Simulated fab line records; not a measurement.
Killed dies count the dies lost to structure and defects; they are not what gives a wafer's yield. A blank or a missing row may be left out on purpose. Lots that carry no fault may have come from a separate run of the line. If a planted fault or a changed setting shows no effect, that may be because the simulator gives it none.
A struck lot beside a sound one -- flow sky130 -- 16 steps out of a route of 708
Sound: the wafers L113.2, L113.3, L113.6. Struck: wafer L116.5 (left out: L116.2, a lot-mate that was not struck); the cause follows at the end.
For every step that has rows: the tool of each side, followed by ch and its chambers, followed by its first start. Under that, the readings that differ: sound wafers -- struck wafers -- difference of the means -- sigmas: that difference in standard deviations of wafers without a fault.
alike: a reading whose means differ by less than 2 such deviations, as well as words and numbers matching on both sides. not compared: withheld readings; readings where some wafer has no value; bounds like >300 that might hide an equal value; numbers whose values overlap and for which the record gives no deviation.
The two part at a step that has a row with sigmas, a row that says differs or no value, or rows on one side only. Numbers that have no deviation but don't overlap get no sigmas and don't part them. A reading that every wafer of one side lacks parts them only if that side has two wafers or more.

first, 2 steps without rows for these wafers: SKY_METAL4_PEB_11; SKY_METAL4_DEVELOP_12 (develop time 60 s).
SKY_METAL4_CD_MEAS_13 targets a cd of 300 nm.
  sound on cdSem-01 at day 46 00:13; struck on cdSem-01 at day 46 03:07
  alike: cdNm
SKY_METAL4_OVL_MEAS_14:
  sound on overlay-01 at day 46 00:20; struck on overlay-01 at day 46 03:14
  alike: METAL4_OVL
then, 1 step without rows for these wafers: SKY_METAL4_DESCUM_15 (chemistry O2, time 8 s).
SKY_METAL4_ETCH_16: etches BARC in N2/H2, stops on SiO2, time 88.2 s, target depth 60 nm.
  sound on rieMetal-04 ch 0,1, day 46 00:23; struck on rieMetal-04 ch 0, day 46 03:17
reading,sound,struck,difference,sigmas
throttleValvePct (%),13.201 13.189 13.212,13.222,+0.021,+2
  alike: biasW, drypumpMotorCurrentA, h2FlowSccm, oesProductAu
  not compared: rfHoursCounterH
SKY_METAL4_ETCH_17: etches SiO2 in C4F8/O2/Ar, stops on TiN, time 3.9 s, target depth 15 nm.
  sound on rieDiel-01 ch 0,2, day 46 00:29; struck on rieDiel-02 ch 0, day 46 03:23
  alike: biasW, oesProductAu
SKY_METAL4_METAL_ETCH_18: etches the open film in Cl2/BCl3, stops on SiO2, target depth 845 nm, time 183.1 s.
  sound on rieMetal-03 ch 1, day 46 00:31; struck on rieMetal-02 ch 1, day 46 03:25
reading,sound,struck,difference,sigmas
biasW (W),48.24 48.40 48.31,48.72,+0.40,+3
  alike: drypumpMotorCurrentA, mfcCl2Sccm, oesProductAu, throttleValvePct
  not compared: rfHoursCounterH
SKY_METAL4_STRIP_19: strips in O2/N2.
  sound on plasmaAsher-04 ch 1, day 46 00:41; struck on plasmaAsher-02 ch 0, day 46 03:35
reading,sound,struck,difference,sigmas
stripTimeToEndpointS (s),6.58 6.63 6.65,6.36,-0.26,-3
  alike: drypumpMotorCurrentA, oesProductAu
  not compared: rfHoursCounterH
then, 3 steps without rows for these wafers: SKY_METAL4_STRIP_20 (strips in post etch residue remover, time 1200 s); SKY_METAL4_CLEAN_21 (cleans in IPA, time 180 s); SKY_METAL4_CLEAN_22 (cleans in O3/DIW).
SKY_VIA4_HDPCVD_00: deposits SiO2, target thk 1750 nm, time 291.7 s.
  sound on hdpcvd-01 ch 0,2, day 46 01:17; struck on hdpcvd-02 ch 0, day 46 04:11
reading,sound,struck,difference,sigmas
runLengthS (s),320.4 319.2 320.0,305.7,-14.2,-30
model.SiO2_of_VIA4_HDPCVD_00.thkNm (nm),1764 1767 1756,1686,-76,
SKY_VIA4_THK_MEAS_01:
  sound on filmMetro-03 at day 46 01:28; struck on filmMetro-01 at day 46 04:22
reading,sound,struck,difference,sigmas
VIA4_HDPCVD_THK (nm),1764 1769 1757,1687,-76,-4
SKY_VIA4_CMP_02: polishes SiO2.
  sound on cmp-02 ch 1,2,3, day 46 01:34; struck on cmp-01 ch 0, day 46 04:35
  alike: motorCurrentA, slurryFilterDpKPa
after that, 1 step had no rows for these wafers: SKY_PAD_OPEN_PROBE_99.

WHERE THEY PART
Last at SKY_VIA4_THK_MEAS_01 as far as this record goes, first at SKY_METAL4_ETCH_16. Later steps at which nothing parts them and some readings are alike: SKY_VIA4_CMP_02.

WHY: what had been put in by the simulator
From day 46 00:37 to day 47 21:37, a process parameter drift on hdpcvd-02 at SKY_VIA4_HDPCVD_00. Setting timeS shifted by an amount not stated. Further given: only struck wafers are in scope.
